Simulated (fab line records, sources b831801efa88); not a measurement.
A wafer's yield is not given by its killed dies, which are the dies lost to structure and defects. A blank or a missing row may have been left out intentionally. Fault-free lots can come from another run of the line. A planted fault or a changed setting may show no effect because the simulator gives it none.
Problem report, 8D (eight disciplines) form, completed by code || flow sfq_line || the parts of the form that need people (team, actions taken, sign-off) are left out

## 1. WHAT IS WRONG
Mean R5_MONX_RS at SFQ_R5_RS_MEAS_933: 5.76 ohm/sq over 6 wafers in 2 lots; fault-free wafers: 7.09 ohm/sq, standard deviation 0.083. That puts it -16 standard deviations away from the usual mean.
The step: measures by four-point-probe.
Seen first at day 59 00:47 on film_metro-03, wafer L370.3. The record holds 42 wafers of 14 lots with a number at this step. The rule behind "out" and "out of limits": a value lying over 4 standard deviations away from the usual mean. Any other wafer with a number is counted as sound.

## 2. WHAT IT IS, WHAT IT ISN'T
{"question": "which readings at this step", "is": "R5_MONX_RS", "is not": "-"}
{"question": "which lots", "is": "L370, L372", "is not": "L360, L363, L364, L365, L369, L375, L376, L377, L379, L381, L382, L383"}
{"question": "which wafers of those lots", "is": "all that have a number", "is not": "-"}
{"question": "read on which gauges", "is": "film_metro-03", "is not": "film_metro-02, film_metro-04"}
{"question": "when", "is": "from day 59 00:47", "is not": "up to then (15 sound wafers); but 21 sound wafers of L375, L376, L377, L379, L381, L382, L383 came after"}

## 3. THE SUSPECTS, EACH WITH WHAT RULES IT OUT
Counting: a tool at any process step up to the reading remains a suspect when it ran all the lots that are out and ran no sound lot after the first of those.
- the gauge at SFQ_R5_RS_MEAS_933 is ruled out. All the wafers that are out were read on film_metro-03, but those of them that SFQ_TRILAYER_R5_DEP_SPUTTER_133 has rows for are out there too, on other tools.
- pvd_sputter-06 at SFQ_TRILAYER_R5_DEP_SPUTTER_133 (material MoNx, target thk 40 nm, time 66.7 s): ruled out as a lasting fault. Sound lots L381, L383 ran on it after its first lot that is out, L370 (day 59 00:41).
Left after counting: nothing in the record.

## 4. THE CAUSE (what the simulator had put in)
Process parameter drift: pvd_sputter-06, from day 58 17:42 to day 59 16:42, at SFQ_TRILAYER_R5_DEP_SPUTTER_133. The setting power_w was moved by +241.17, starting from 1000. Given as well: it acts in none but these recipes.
It was ruled out by counting, in error; the rule expects a fault to strike all lots run on its tool from its start on, and this fault did not.

## 5. THE CHAIN OF EFFECTS, in route order
Each row: a reading whose mean over the struck wafers that have a number lies more than 3 standard deviations from the usual. Only readings for which the record gives a usual standard deviation are gone through. hours: the time from each lot's start at the first step in this table that gives one to its start at this step, as a median over the lots. sigmas: the change in usual standard deviations.
{"hours": 0, "step": "SFQ_TRILAYER_R5_DEP_SPUTTER_133", "reading": "cathode_dc_power_W", "usual": "1000.0 W", "on struck wafers": 1241.2, "change": "+241.2", "sigmas": "+99 or more"}
{"hours": 0, "step": "SFQ_R5_RS_MEAS_933", "reading": "R5_MONX_RS", "usual": "7.09 ohm/sq", "on struck wafers": 5.76, "change": -1.33, "sigmas": -16}
{"hours": 0, "step": "SFQ_R5_THK_MEAS_934", "reading": "R5_MONX_THK", "usual": "39.6 nm", "on struck wafers": 49.5, "change": "+9.9", "sigmas": "+20"}
Process steps it contains:
- SFQ_TRILAYER_R5_DEP_SPUTTER_133: material MoNx, target thk 40 nm, time 66.7 s.

## 6. HOW IT WOULD HAVE BEEN CAUGHT EARLIER
In this record the first reading out of limits at a measuring or inspecting step was taken at day 59 00:47, 7 hours after the fault began at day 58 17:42.
Tool's own readings at SFQ_TRILAYER_R5_DEP_SPUTTER_133, cathode_dc_power_W: out on all struck wafers the step has rows for; an alarm limit on them would have tripped on the first.
